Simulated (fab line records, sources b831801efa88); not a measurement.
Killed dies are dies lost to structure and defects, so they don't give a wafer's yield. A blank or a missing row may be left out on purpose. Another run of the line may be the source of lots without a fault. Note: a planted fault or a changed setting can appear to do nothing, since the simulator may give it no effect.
The tool behind it: which one? | flow gf180mcu | 14 lots with 42 wafers sampled at 3 steps, on a route of 602 steps

== WHAT THE GAUGES READ, wafer by wafer ==
GF_V4_THK_MEAS_03.
lot  | measured     | on           | V4_CVD_02_THK (nm)
L303 | day 23 20:41 | filmMetro-03 | 853 851 856
L305 | day 24 23:14 | filmMetro-02 | 830 840 843
L306 | day 25 11:44 | filmMetro-04 | 871 860 860
L307 | day 25 15:03 | filmMetro-03 | 851 837 864
L316 | day 28 13:46 | filmMetro-03 | 850 854 858
L318 | day 28 23:46 | filmMetro-03 | 838 854 860
L319 | day 29 04:44 | filmMetro-02 | 839 859 855
L320 | day 29 12:17 | filmMetro-02 | 844 851 850
L321 | day 29 16:33 | filmMetro-03 | 842 852 845
L322 | day 30 02:47 | filmMetro-02 | 836 836 857
L323 | day 30 07:38 | filmMetro-03 | 844 836 842
L324 | day 30 13:52 | filmMetro-03 | 847 842 851

== WHICH TOOL RAN EACH LOT (tool, then ch and the chambers of the sampled wafers, then the start) ==
lot  | GF_M4_SPUTTER_02            | GF_V4_CVD_00
L303 | pvdSputter-03, day 22 21:11 | hdpcvd-01 ch 1,2, day 23 20:29
L305 | pvdSputter-03, day 23 23:55 | hdpcvd-01 ch 0,1,2, day 24 23:02
L306 | pvdSputter-04, day 24 13:31 | hdpcvd-01 ch 0,1,2, day 25 11:33
L307 | pvdSputter-03, day 24 16:17 | hdpcvd-02 ch 0,1, day 25 14:50
L308 | pvdSputter-04, day 24 23:02 | hdpcvd-01 ch 0,2, day 25 21:06
L309 | pvdSputter-03, day 25 10:02 | hdpcvd-02 ch 0,1,2, day 26 08:03
L316 | pvdSputter-03, day 27 16:35 | hdpcvd-01 ch 0,1, day 28 13:34
L318 | pvdSputter-03, day 28 02:48 | hdpcvd-02 ch 0,2, day 28 23:31
L319 | pvdSputter-04, day 28 08:37 | hdpcvd-01 ch 1,2, day 29 04:32
L320 | pvdSputter-04, day 28 15:58 | hdpcvd-02 ch 0,1,2, day 29 12:05
L321 | pvdSputter-04, day 28 20:31 | hdpcvd-02 ch 1,2, day 29 16:20
L322 | pvdSputter-04, day 29 07:02 | hdpcvd-01 ch 0,2, day 30 02:34
L323 | pvdSputter-04, day 29 12:04 | hdpcvd-01 ch 0,1,2, day 30 07:26
L324 | pvdSputter-03, day 29 18:10 | hdpcvd-02 ch 0,1,2, day 30 13:40
- GF_M4_SPUTTER_02: material AlCu, target thk 450 nm, time 23.9 s.
- GF_V4_CVD_00: deposits SiO2, target thk 600 nm, time 100 s.

== WHAT THE TOOLS THEMSELVES READ (means of the sampled wafers that have a number; where no wafer has one, the mark that the record gives instead) ==
GF_M4_SPUTTER_02.
lot  | tool          | cathodeDcPowerW (W) | throttleValvePct (%)
L303 | pvdSputter-03 | 10600               | 29.1
L305 | pvdSputter-03 | 10599               | 28.8
L306 | pvdSputter-04 | 10599               | 29.3
L307 | pvdSputter-03 | 10601               | 29.6
L308 | pvdSputter-04 | 10598               | 29.5
L309 | pvdSputter-03 | 10600               | 29.7
L316 | pvdSputter-03 | 10600               | 29.1
L318 | pvdSputter-03 | 10600               | 28.9
L319 | pvdSputter-04 | 10601               | 28.8
L320 | pvdSputter-04 | 10600               | 29.4
L321 | pvdSputter-04 | 10601               | 29.1
L322 | pvdSputter-04 | 10600               | 28.9
L323 | pvdSputter-04 | 10599               | 28.6
L324 | pvdSputter-03 | 10599               | 29.1

GF_V4_CVD_00.
lot  | tool      | pressureMtorr (mTorr) | runLengthS (s)
L303 | hdpcvd-01 | 5.988                 | 127.9
L305 | hdpcvd-01 | 6.004                 | 127.8
L306 | hdpcvd-01 | 6.002                 | 127.7
L307 | hdpcvd-02 | 5.999                 | 128.5
L308 | hdpcvd-01 | -                     | -
L309 | hdpcvd-02 | -                     | -
L316 | hdpcvd-01 | 6.009                 | 127.3
L318 | hdpcvd-02 | 5.996                 | 128.1
L319 | hdpcvd-01 | 6.002                 | 128.6
L320 | hdpcvd-02 | 6.001                 | 128.2
L321 | hdpcvd-02 | 6.006                 | 128.2
L322 | hdpcvd-01 | 6.006                 | 127.9
L323 | hdpcvd-01 | 6.003                 | 127.8
L324 | hdpcvd-02 | 6.002                 | 128.4

== THE ANSWER, worked out from the rows above alone ==
Rule: the lots themselves supply what counts as usual. The widest of any qualifying gaps counts: lots, ordered by their means at a reading, are off when they make up no more than a third of the lots, leave a main group of 4 or more, and stand apart from it by 3 or more times the standard deviation of that group's means. If all means in a main group match to the digits the tables above print for the reading, that group is not used. A lot without any number at a reading at which 4 lots or more have one is off too. Where the step has rows for the other lots, those lots are counted as sound. The gauges are gone through in route order, then the tools' own readings, and for those a lot's mean is taken as printed above. The first step at which some lot is off is used, and at that step the reading that is off furthest; a lot without a number counts as furthest.
Off at GF_V4_CVD_00 (pressureMtorr): L308, L309. Without a number there: L308, L309. The main group has a mean of 6.002 mTorr with a standard deviation of 0.0052.
A tool fits if, at that step or a process step before it, it ran every lot that is off, and no sound lot after the first of them. Of those tried, none fits.

== WHAT HAD BEEN PUT IN BY THE SIMULATOR ==
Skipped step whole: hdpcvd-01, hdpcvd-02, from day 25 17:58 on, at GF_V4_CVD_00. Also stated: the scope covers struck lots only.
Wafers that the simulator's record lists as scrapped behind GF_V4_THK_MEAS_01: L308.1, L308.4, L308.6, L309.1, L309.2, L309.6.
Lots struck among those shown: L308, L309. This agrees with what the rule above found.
